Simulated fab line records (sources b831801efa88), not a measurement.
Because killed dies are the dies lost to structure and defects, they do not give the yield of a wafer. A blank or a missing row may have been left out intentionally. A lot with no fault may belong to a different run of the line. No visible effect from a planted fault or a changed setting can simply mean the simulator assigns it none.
fab line records -- flow gf180mcu
record: lots: 7, wafers: 21, last-day: 34
route steps=602 shown V4@490
lots that met no fault: taken from a fault-free run of the same line
start-h: start of the lot's first displayed wafer, in hours after the record's first day -- wait-h: hours since the lot's step before -- " same as the row above -- L1.1+2: a single row standing in for several wafers -- - value missing, or start not given -- * or withheld: withheld -- < > ~ a bound
route shown NAME@n: a module of which the file shows steps, and the number in the route of the first -- usual: average and standard deviation across the fault-free wafers -- same: alike in all rows -- chamber/n: place in a boat -- sites: per-site readings -- _std_site: the standard deviation of these -- _edge_site: outer sites' mean less inner sites' -- radius-mm: how far each site lies from the wafer's centre -- mask NAME#n: copy n -- behind: tool/chamber where the wafer was last shaped -- hold: why the lot went on hold/how many hours it stayed there/how the hold came to an end -- device: names the non-switching transistor (n, p or np) -- end of line: at the end of the route, the tests of the same wafers -- where a step has no rows: the recipe by itself -- killed: dies that structure and defects cost at the first sort, which is not the same as the wafer's yield -- map: per-die view of a wafer (x killed, . not killed, _ where there is no die)
set.NAME: the run value of the setting; set.NAME@STEP: its run value at that earlier step -- model.NAME: the simulator's own value behind a step, which no gauge read
a table for each step, a row for each wafer; lots at some steps of the route
services: a tool's chamber out of use, with start hour (start-h, from the record's first day; less than 0 if before it), hours out, and reason
== steps ==
step: GF_V4_CD_MEAS_14
recipe: target-cd-nm: 260
usual: cd-nm: 259.7/1.3
lot.wafer,tool,chamber,start-h,wait-h,cd-nm
L694.1,cd-sem-02,-,589.05,0.1,258.0
L694.4,cd-sem-02,-,589.05,0.1,258.9
L694.5,cd-sem-02,-,589.05,0.1,258.1
L703.2,cd-sem-01,-,660.37,0.1,257.4
L703.4,cd-sem-01,-,660.37,0.1,257.2
L703.6,cd-sem-01,-,660.37,0.1,257.5
L704.1,cd-sem-02,-,667.55,0.1,257.7
L704.3,cd-sem-02,-,667.55,0.1,257.8
L704.4,cd-sem-02,-,667.55,0.1,258.6
L708.2,cd-sem-01,-,699.22,0.1,261.1
L708.5,cd-sem-01,-,699.22,0.1,261.1
L708.6,cd-sem-01,-,699.22,0.1,260.4
L709.1,cd-sem-02,-,702.20,0.1,261.5
L709.4,cd-sem-02,-,702.20,0.1,262.2
L709.5,cd-sem-02,-,702.20,0.1,261.7
L710.1,cd-sem-02,-,709.80,0.1,258.0
L710.5,cd-sem-02,-,709.80,0.1,258.5
L710.6,cd-sem-02,-,709.80,0.1,259.0
L714.4,cd-sem-02,-,733.00,0.1,258.7
L714.5,cd-sem-02,-,733.00,0.1,259.1
L714.6,cd-sem-02,-,733.00,0.1,259.2
step: GF_V4_OVL_MEAS_15
usual: V4_OVL: -1/5.2
lot.wafer,tool,chamber,start-h,wait-h,V4_OVL[nm]
L694.1,overlay-01,-,589.17,0.1,10
L694.4,overlay-01,-,589.17,0.1,6
L694.5,overlay-01,-,589.17,0.1,11
L703.2,overlay-02,-,660.48,0.1,-1
L703.4,overlay-02,-,660.48,0.1,1
L703.6,overlay-02,-,660.48,0.1,2
L704.1,overlay-02,-,667.67,0.1,-6
L704.3,overlay-02,-,667.67,0.1,-2
L704.4,overlay-02,-,667.67,0.1,-13
L708.2,overlay-02,-,699.33,0.1,3
L708.5,overlay-02,-,699.33,0.1,6
L708.6,overlay-02,-,699.33,0.1,7
L709.1,overlay-02,-,702.32,0.1,1
L709.4,overlay-02,-,702.32,0.1,-7
L709.5,overlay-02,-,702.32,0.1,-7
L710.1,overlay-01,-,709.92,0.1,4
L710.5,overlay-01,-,709.92,0.1,2
L710.6,overlay-01,-,709.92,0.1,-7
L714.4,overlay-02,-,733.07,0.1,6
L714.5,overlay-02,-,733.07,0.1,9
L714.6,overlay-02,-,733.07,0.1,6
step: GF_V4_ETCH_16
recipe: chemistry: N2/H2, target-depth-a: withheld, overetch-a: withheld, time-s: withheld, target: BARC, ion-energy-ev: 200, source-w: 500, bias-w: 100, pressure-mtorr: 30, n2-flow-sccm: 100, h2-flow-sccm: 200
usual: drypump-motor-current-A: 6.0/0.43, oes-product-au: 0.855/0.0049, throttle-valve-pct: 13.225/0.0086
lot.wafer,tool,chamber,start-h,wait-h,drypump-motor-current-A,oes-product-au,throttle-valve-pct
L694.1,rie-diel-04,0,589.21,0.0,5.8,0.859,13.235
L694.4,rie-diel-04,1,589.21,0.0,5.2,0.853,13.232
L694.5,rie-diel-04,1,589.21,0.0,5.2,0.863,13.237
L703.2,rie-diel-03,3,660.51,0.0,6.0,0.853,13.249
L703.4,rie-diel-03,2,660.51,0.0,5.4,0.856,13.225
L703.6,rie-diel-03,3,660.51,0.0,6.0,0.851,13.241
L704.1,rie-diel-03,1,667.71,0.0,5.6,0.853,13.230
L704.3,rie-diel-03,3,667.71,0.0,6.0,0.863,13.251
L704.4,rie-diel-03,0,667.71,0.0,6.4,0.860,13.225
L708.2,rie-diel-03,0,699.36,0.0,6.4,0.857,13.237
L708.5,rie-diel-03,1,699.36,0.0,5.6,0.848,13.229
L708.6,rie-diel-03,2,699.36,0.0,5.4,0.859,13.222
L709.1,rie-diel-04,3,702.36,0.0,6.1,0.861,13.226
L709.4,rie-diel-04,2,702.36,0.0,5.6,0.859,13.206
L709.5,rie-diel-04,3,702.36,0.0,6.1,0.857,13.233
L710.1,rie-diel-03,3,709.96,0.0,6.0,0.857,13.233
L710.5,rie-diel-03,0,709.96,0.0,6.4,0.861,13.233
L710.6,rie-diel-03,1,709.96,0.0,5.7,0.850,13.231
L714.4,rie-diel-03,2,733.09,0.0,5.4,0.856,13.222
L714.5,rie-diel-03,3,733.09,0.0,6.0,0.862,13.225
L714.6,rie-diel-03,0,733.09,0.0,6.3,0.850,13.233
step: GF_V4_ETCH_17
recipe: chemistry: C4F8/O2/Ar, mask-material: KrF, target: SiO2, stop-on: TiN, source-w: 1500, bias-w: 1200, pressure-mtorr: 40, c4f8-flow-sccm: withheld, O2_flow_sccm: 6, Ar_flow_sccm: 300, time-s: withheld, target-depth-a: 6300
usual: oes-product-au: 0.855/0.0048
lot.wafer,tool,chamber,start-h,wait-h,oes-product-au
L694.1,rie-diel-04,0,-,-,0.846
L694.4,rie-diel-04,1,-,-,0.852
L694.5,rie-diel-04,1,-,-,0.853
L703.2,rie-diel-03,3,-,-,0.861
L703.4,rie-diel-03,2,-,-,0.851
L703.6,rie-diel-03,3,-,-,0.854
L704.1,rie-diel-03,1,-,-,0.858
L704.3,rie-diel-03,3,-,-,0.856
L704.4,rie-diel-03,0,-,-,0.862
L708.2,rie-diel-03,0,-,-,0.859
L708.5,rie-diel-03,1,-,-,0.853
L708.6,rie-diel-03,2,-,-,0.853
L709.1,rie-diel-04,3,-,-,0.854
L709.4,rie-diel-04,2,-,-,0.850
L709.5,rie-diel-04,3,-,-,0.848
L710.1,rie-diel-03,3,-,-,0.857
L710.5,rie-diel-03,0,-,-,0.861
L710.6,rie-diel-03,1,-,-,0.861
L714.4,rie-diel-03,2,-,-,0.860
L714.5,rie-diel-03,3,-,-,0.857
L714.6,rie-diel-03,0,-,-,0.856
step: GF_V4_STRIP_18
recipe: chemistry: O2/N2, power-w: 1400, pressure-mtorr: 1500, platen-temp-c: 250, o2-flow-sccm: 3000, n2-flow-sccm: 300, overash-fraction: 0.5
usual: drypump-motor-current-A: 5.6/0.49, heater-power-w: 319/22, oes-product-au: 0.593/0.0048
same: overash-fraction: 0.5
lot.wafer,tool,chamber,start-h,wait-h,drypump-motor-current-A,heater-power-w,oes-product-au,rf-hours-counter-h
L694.1,plasma-asher-03,0,589.34,-,4.9,334,0.600,81
L694.4,plasma-asher-03,1,589.34,-,6.0,345,0.600,-
L694.5,plasma-asher-03,1,589.34,-,6.0,346,0.591,-
L703.2,plasma-asher-03,1,660.64,-,6.0,354,0.602,89
L703.4,plasma-asher-03,0,660.64,-,4.9,333,0.594,-
L703.6,plasma-asher-03,1,660.64,-,6.0,348,0.595,-
L704.1,plasma-asher-04,1,667.84,-,5.6,332,0.590,58
L704.3,plasma-asher-04,0,667.84,-,5.1,306,0.588,-
L704.4,plasma-asher-04,1,667.84,-,5.6,335,0.592,-
L708.2,plasma-asher-03,1,699.49,-,6.0,351,0.583,93
L708.5,plasma-asher-03,1,699.49,-,6.0,336,0.595,-
L708.6,plasma-asher-03,0,699.49,-,4.9,344,0.587,-
L709.1,plasma-asher-04,0,702.49,-,5.1,301,0.591,62
L709.4,plasma-asher-04,0,702.49,-,5.1,299,0.587,-
L709.5,plasma-asher-04,0,702.49,-,5.2,299,0.592,-
L710.1,plasma-asher-04,0,710.09,-,5.2,306,0.593,63
L710.5,plasma-asher-04,1,710.09,-,5.6,340,0.599,-
L710.6,plasma-asher-04,0,710.09,-,5.1,293,0.591,-
L714.4,plasma-asher-03,0,733.25,-,4.8,331,0.603,-
L714.5,plasma-asher-03,1,733.25,-,6.0,355,0.600,-
L714.6,plasma-asher-03,0,733.25,-,4.8,335,0.587,-
step: GF_V4_STRIP_19
recipe: chemistry: post-etch-residue-remover, time-s: 1200, temp-c: 72.5
step: GF_V4_CLEAN_20
recipe: chemistry: DIW, dry: n2-spin
step: GF_V4_SPUTTER_21
recipe: material: Ti, target-thk-nm: 15, chamber-pressure-pa: 5, power-w: 2500, substrate-temp-c: 200, time-s: 80.02
usual: chamber-pressure-pa: 4.998/0.011, throttle-valve-pct: 29.9/0.77
lot.wafer,tool,chamber,start-h,wait-h,chamber-pressure-pa,throttle-valve-pct
L694.1,pvd-sputter-04,-,589.87,0.0,5.009,29.8
L694.4,pvd-sputter-04,-,589.87,0.0,5.020,31.0
L694.5,pvd-sputter-04,-,589.87,0.0,4.995,29.4
L703.2,pvd-sputter-03,-,661.24,0.0,5.003,28.7
L703.4,pvd-sputter-03,-,661.24,0.0,4.991,29.3
L703.6,pvd-sputter-03,-,661.24,0.0,4.995,30.5
L704.1,pvd-sputter-04,-,668.37,0.0,5.003,29.5
L704.3,pvd-sputter-04,-,668.37,0.0,5.009,30.7
L704.4,pvd-sputter-04,-,668.37,0.0,5.012,31.0
L708.2,pvd-sputter-03,-,700.11,0.0,4.992,30.4
L708.5,pvd-sputter-03,-,700.11,0.0,4.997,29.4
L708.6,pvd-sputter-03,-,700.11,0.0,4.987,28.6
L709.1,pvd-sputter-03,-,703.02,0.0,5.007,29.4
L709.4,pvd-sputter-03,-,703.02,0.0,4.995,29.0
L709.5,pvd-sputter-03,-,703.02,0.0,4.992,30.3
L710.1,pvd-sputter-01,-,710.62,0.0,5.000,28.9
L710.5,pvd-sputter-01,-,710.62,0.0,4.996,30.3
L710.6,pvd-sputter-01,-,710.62,0.0,5.004,31.1
L714.4,pvd-sputter-04,-,733.86,0.0,5.007,30.6
L714.5,pvd-sputter-04,-,733.86,0.0,5.005,29.9
L714.6,pvd-sputter-04,-,733.86,0.0,4.986,31.0
step: GF_V4_SPUTTER_22
recipe: material: TiN, target-thk-nm: 10, chamber-pressure-pa: 5, power-w: 4000, time-s: 40
usual: chamber-pressure-pa: 4.998/0.0087, throttle-valve-pct: 29.9/0.74
lot.wafer,tool,chamber,start-h,wait-h,chamber-pressure-pa,throttle-valve-pct
L694.1,pvd-sputter-04,-,589.93,0.0,4.991,29.9
L694.4,pvd-sputter-04,-,589.93,0.0,4.999,30.7
L694.5,pvd-sputter-04,-,589.93,0.0,5.006,29.4
L703.2,pvd-sputter-03,-,661.30,0.0,4.996,29.2
L703.4,pvd-sputter-03,-,661.30,0.0,5.000,29.4
L703.6,pvd-sputter-03,-,661.30,0.0,5.000,30.4
L704.1,pvd-sputter-04,-,668.43,0.0,4.992,29.6
L704.3,pvd-sputter-04,-,668.43,0.0,4.982,30.9
L704.4,pvd-sputter-04,-,668.43,0.0,4.996,30.7
L708.2,pvd-sputter-03,-,700.17,0.0,5.003,30.4
L708.5,pvd-sputter-03,-,700.17,0.0,4.993,29.4
L708.6,pvd-sputter-03,-,700.17,0.0,5.008,28.7
L709.1,pvd-sputter-03,-,703.08,0.0,4.988,29.1
L709.4,pvd-sputter-03,-,703.08,0.0,4.989,28.7
L709.5,pvd-sputter-03,-,703.08,0.0,5.005,30.3
L710.1,pvd-sputter-01,-,710.68,0.0,5.000,28.7
L710.5,pvd-sputter-01,-,710.68,0.0,5.013,30.0
L710.6,pvd-sputter-01,-,710.68,0.0,4.999,30.9
L714.4,pvd-sputter-04,-,733.92,0.0,4.997,30.8
L714.5,pvd-sputter-04,-,733.92,0.0,5.003,29.4
L714.6,pvd-sputter-04,-,733.92,0.0,4.997,30.5
step: GF_V4_CVD_23
recipe: material: W, target-thk-nm: 350, time-s: 104.9, temp-c: 400, pressure-torr: 40
step: GF_V4_RS_MEAS_24
recipe: thk-meas-gauge: four-point-probe, reads: W_of_V4_CVD_23+TiN_of_V4_SPUTTER_22+Ti_of_V4_SPUTTER_21
usual: V4_W_RS: 0.327/0.0031
lot.wafer,tool,chamber,start-h,wait-h,V4_W_RS[ohm/sq]
L694.1,film-metro-01,-,590.10,0.1,0.323
L694.4,film-metro-01,-,590.10,0.1,0.325
L694.5,film-metro-01,-,590.10,0.1,0.324
L703.2,film-metro-04,-,661.47,0.1,0.326
L703.4,film-metro-04,-,661.47,0.1,0.327
L703.6,film-metro-04,-,661.47,0.1,0.327
L704.1,film-metro-02,-,668.58,0.1,0.328
L704.3,film-metro-02,-,668.58,0.1,0.328
L704.4,film-metro-02,-,668.58,0.1,0.335
L708.2,film-metro-02,-,700.34,0.1,0.330
L708.5,film-metro-02,-,700.34,0.1,0.331
L708.6,film-metro-02,-,700.34,0.1,0.325
L709.1,film-metro-04,-,703.23,0.1,0.330
L709.4,film-metro-04,-,703.23,0.1,0.327
L709.5,film-metro-04,-,703.23,0.1,0.328
L710.1,film-metro-02,-,710.83,0.1,0.328
L710.5,film-metro-02,-,710.83,0.1,0.330
L710.6,film-metro-02,-,710.83,0.1,0.328
L714.4,film-metro-04,-,734.14,0.1,0.328
L714.5,film-metro-04,-,734.14,0.1,0.327
L714.6,film-metro-04,-,734.14,0.1,0.329
step: GF_V4_THK_MEAS_25
recipe: thk-meas-gauge: xrf, reads: W_of_V4_CVD_23
usual: V4_W_THK: 346/4
lot.wafer,tool,chamber,start-h,wait-h,V4_W_THK[nm]
L694.1,film-metro-01,-,590.22,0.1,350
L694.4,film-metro-01,-,590.22,0.1,348
L694.5,film-metro-01,-,590.22,0.1,349
L703.2,film-metro-04,-,661.58,0.1,347
L703.4,film-metro-04,-,661.58,0.1,344
L703.6,film-metro-04,-,661.58,0.1,345
L704.1,film-metro-02,-,668.70,0.1,343
L704.3,film-metro-02,-,668.70,0.1,345
L704.4,film-metro-02,-,668.70,0.1,337
L708.2,film-metro-02,-,700.45,0.1,341
L708.5,film-metro-02,-,700.45,0.1,342
L708.6,film-metro-02,-,700.45,0.1,348
L709.1,film-metro-04,-,703.35,0.1,347
L709.4,film-metro-04,-,703.35,0.1,348
L709.5,film-metro-04,-,703.35,0.1,348
L710.1,film-metro-02,-,710.95,0.1,343
L710.5,film-metro-02,-,710.95,0.1,345
L710.6,film-metro-02,-,710.95,0.1,345
L714.4,film-metro-04,-,734.23,0.1,348
L714.5,film-metro-04,-,734.23,0.1,352
L714.6,film-metro-04,-,734.23,0.1,347
step: GF_V4_CMP_26
recipe: stop-on: SiO2, down-force-psi: 3.5, platen-rpm: 60, t-overpolish-s: 15, target-thk-nm: 0, pad-velocity-m-s: 0.94248
usual: edge-zone-pressure-frac: 1.000/0.0049, head-pressure-psi: 3.501/0.0074, motor-current-A: 11.1/0.84, overpolish-run-s: 15.000/0.0099, retaining-ring-pressure-frac: 1.000/0.0052, slurry-flow-ml-min: 150.1/0.45, time-to-endpoint-s: 84/3.4
lot.wafer,tool,chamber,start-h,wait-h,edge-zone-pressure-frac,head-pressure-psi,motor-current-A,overpolish-run-s,retaining-ring-pressure-frac,slurry-flow-ml-min,time-to-endpoint-s,model.W_of_V4_CVD_23.thk-nm,model.SiO2_of_V4_CVD_02.thk-nm
L694.1,cmp-01,1,590.28,0.1,1.003,3.500,10.8,14.992,1.002,150.4,80,0,625.7
L694.4,cmp-01,0,590.28,0.1,1.000,3.495,11.5,15.002,0.991,149.5,87,0,627.3
L694.5,cmp-01,2,590.28,0.1,0.995,3.493,10.6,14.999,1.002,150.1,79,0,628.7
L703.4,cmp-02,3,661.63,0.0,1.001,3.495,10.2,14.994,1.000,150.4,85,0,628.4
L703.2,cmp-02,0,661.63,0.0,1.003,3.496,9.3,15.004,0.989,149.7,81,0,626.9
L703.6,cmp-02,0,661.63,0.0,1.004,3.501,9.5,14.994,0.993,150.2,82,0,630
L704.4,cmp-02,0,668.81,0.1,0.992,3.489,9.6,14.998,1.005,150.2,81,0,627.3
L704.3,cmp-02,1,668.81,0.1,0.998,3.507,10.4,15.004,0.991,150.1,82,0,627.7
L704.1,cmp-02,2,668.81,0.1,1.002,3.501,12.0,15.008,0.999,150.4,86,0,627
L708.2,cmp-01,3,700.55,0.1,-,-,-,-,-,-,-,347.7,631.9
L708.6,cmp-01,2,700.55,0.1,-,-,-,-,-,-,-,353.3,633.4
L708.5,cmp-01,3,700.55,0.1,-,-,-,-,-,-,-,347.3,632.3
L709.1,cmp-02,3,703.46,0.1,-,-,-,-,-,-,-,346.7,631.4
L709.4,cmp-02,0,703.46,0.1,-,-,-,-,-,-,-,351.2,632.3
L709.5,cmp-02,2,703.46,0.1,-,-,-,-,-,-,-,349.1,631.8
L710.1,cmp-01,3,711.23,0.3,-,-,-,-,-,-,-,348.9,630.9
L710.6,cmp-01,0,711.23,0.3,-,-,-,-,-,-,-,350.2,630.9
L710.5,cmp-01,1,711.23,0.3,-,-,-,-,-,-,-,347,631.7
L714.4,cmp-01,0,734.31,0.1,0.994,3.499,12.4,15.013,0.997,149.7,87,0,629.4
L714.6,cmp-01,3,734.31,0.1,1.003,3.513,11.5,14.981,0.998,150.6,90,0,627.7
L714.5,cmp-01,0,734.31,0.1,0.994,3.494,11.1,15.014,1.009,149.8,87,0,628.5
== services ==
tool,chamber,start-h,hours,kind
cmp-02,-,572.00,4.0,pm
rie-diel-04,-,574.78,0.2,repair
cmp-02,-,577.12,1.3,repair
rie-diel-03,3,607.09,10.4,repair
plasma-asher-03,-,620.67,1.0,repair
pvd-sputter-04,-,644.94,2.1,repair
plasma-asher-03,-,651.20,2.9,repair
cmp-01,-,676.04,10.4,repair
cmp-02,-,686.51,3.7,pm
rie-diel-03,3,686.88,11.3,repair
rie-diel-04,1,688.51,27.8,repair
pvd-sputter-04,-,691.92,3.6,repair
pvd-sputter-04,2,695.64,-,consumable-replace:kit
pvd-sputter-04,2,695.64,18.0,scheduled-down
pvd-sputter-04,2,695.64,18.0,vent-cycle
rie-diel-04,-,697.53,0.4,repair
rie-diel-04,0,716.34,-,clean
rie-diel-04,0,716.34,24.9,scheduled-down
rie-diel-04,0,716.34,24.9,vent-cycle
pvd-sputter-03,0,718.01,-,consumable-replace:kit
pvd-sputter-03,0,718.01,18.0,scheduled-down
pvd-sputter-03,0,718.01,18.0,vent-cycle
rie-diel-04,-,718.23,2.5,repair
rie-diel-04,-,719.46,1.0,repair
== key ==
first-sign: step: GF_V4_CMP_26, reading: tool-record, direction: missing
effect none on later readings
model-effect: step: GF_V4_CMP_26, value: W_of_V4_CVD_23.thk-nm, without: 0, struck: 349
met-at GF_V4_CMP_26
struck-wafers L708.2,L708.5,L708.6,L709.1,L709.4,L709.5,L710.1,L710.5,L710.6
later-rows-left-out L708.2,L708.5,L708.6,L709.1,L709.4,L709.5,L710.1,L710.5,L710.6
sort-left-out L708.2,L708.5,L708.6,L709.1,L709.4,L709.5,L710.1,L710.5,L710.6
onset-between 668.81 700.55
fault: kind: skipped-step-whole, tool: cmp-01,cmp-02, chamber: -, onset-h: 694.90, steps: GF_V4_CMP_26, scope: struck-lots-only
sort-left-out: the simulated sort isn't trusted on such a fault, so these wafers' sort isn't shown, and their yield isn't known
later-rows-left-out: the simulator's readings of these wafers behind a module that went badly wrong aren't trusted and aren't shown, but for the sort
